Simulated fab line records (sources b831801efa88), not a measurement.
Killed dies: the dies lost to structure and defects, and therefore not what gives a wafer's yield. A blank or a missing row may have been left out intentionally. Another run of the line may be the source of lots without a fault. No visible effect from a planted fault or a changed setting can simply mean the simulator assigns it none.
A struck lot beside a sound one	flow sky130	15 out of 708 route steps
Sound: wafers L583.1, L583.5, L583.6. Wafers struck: L592.1, L592.2, L592.3. The cause is given at the end.
Order at every step that has rows: each side's tool, ch and its chambers, its first start. Under that, the readings that differ: sound wafers	struck wafers	difference of the means	sigmas: that difference in standard deviations of wafers without a fault.
alike: a reading whose means differ by less than 2 such deviations, as well as words and numbers matching on both sides. not compared: withheld readings; readings where some wafer has no value; bounds like >300 that might hide an equal value; numbers whose values overlap and for which the record gives no deviation.
The two part at a step that has a row with sigmas, a row that says differs or no value, or rows on one side only. Non-overlapping numbers with no deviation appear without sigmas and do not part them. A reading that every wafer of one side lacks parts them only if that side has two wafers or more.

first, 2 steps without rows for these wafers: SKY_DNWELL_DEVELOP_06 (develop time 60 s); SKY_DNWELL_IMPLANT_07.
SKY_DNWELL_STRIP_08: strips in O2/N2.
  sound on plasmaAsher-02 ch 0,1, day 3 20:17; struck on plasmaAsher-01 ch 0,1, day 5 04:17
  alike: drypumpMotorCurrentA, o2FlowSccm, oesProductAu, stripTimeToEndpointS
  not compared: rfHoursCounterH
SKY_DNWELL_TW_MEAS_09:
  sound on filmMetro-01 at day 3 20:23; struck on filmMetro-03 at day 5 04:23
reading	sound	struck	difference	sigmas
DNWELL_TW	1138 1138 1135	1112 1115 1111	-24	-3
then, 7 steps without rows for these wafers: SKY_PWDE_DEHYDRATE_00 (time 60 s); SKY_PWDE_HMDS_01 (prime time 60 s); SKY_PWDE_COAT_02 (resist thk 3022 nm); SKY_PWDE_SOFTBAKE_03; SKY_PWDE_EXPOSE_04 (exposes mask PWDEM, target cd 840 nm); SKY_PWDE_PEB_05; SKY_PWDE_DEVELOP_06 (develop time 60 s).
SKY_PWDE_OVL_MEAS_07:
  sound on overlay-02 at day 4 12:22; struck on overlay-02 at day 5 22:06
  alike: PWDE_OVL
SKY_PWDE_IMPLANT_08:
  sound on implanter-01 ch 0, day 4 12:25; struck on implanter-01 ch 0, day 5 22:08
reading	sound	struck	difference	sigmas
beamEnergyKeV	150.10 150.01 149.99	133.48 133.46 133.40	-16.59	-99 or more
model.implant.rpNm (nm)	422.4 422.4 422.4	406.7 406.7 406.7	-15.7	
model.implant.drpNm (nm)	97.97 97.97 97.97	93.69 93.69 93.69	-4.28	
SKY_PWDE_STRIP_09: strips in O2/N2.
  sound on plasmaAsher-01 ch 0,1, day 4 12:34; struck on plasmaAsher-01 ch 0,1, day 5 22:17
reading	sound	struck	difference	sigmas
stripTimeToEndpointS (s)	37.08 37.19 37.13	37.36 37.34 37.26	+0.19	+2
  alike: drypumpMotorCurrentA, o2FlowSccm, oesProductAu
  not compared: rfHoursCounterH
-- the record jumps here: 42 days lie between the struck wafers' starts before and after (it left off in module PWDE and takes up again in module PAD_OPEN, whose first step shown is number 708 of the route) --
SKY_PAD_OPEN_PROBE_99:
  sound on prober-02 at day 46 14:43; struck on prober-01 at day 48 07:37
  alike: killed_at_M0_to_M3, killed_at_M4_up, killedAtContacts, killedAtFrontEnd, killedAtOther, killedDies, killedOnRim, killedOpen, killedShort
  not compared: model.etest.res_p_drift_20v.lineOhmUm, model.etest.res_p_drift_20v.rsOhmSq

## WHERE THEY PART
First at SKY_DNWELL_TW_MEAS_09; last, within this record, at SKY_PWDE_STRIP_09. Later steps at which nothing parts them and some readings are alike: SKY_PAD_OPEN_PROBE_99.

WHY: what the simulator had put in
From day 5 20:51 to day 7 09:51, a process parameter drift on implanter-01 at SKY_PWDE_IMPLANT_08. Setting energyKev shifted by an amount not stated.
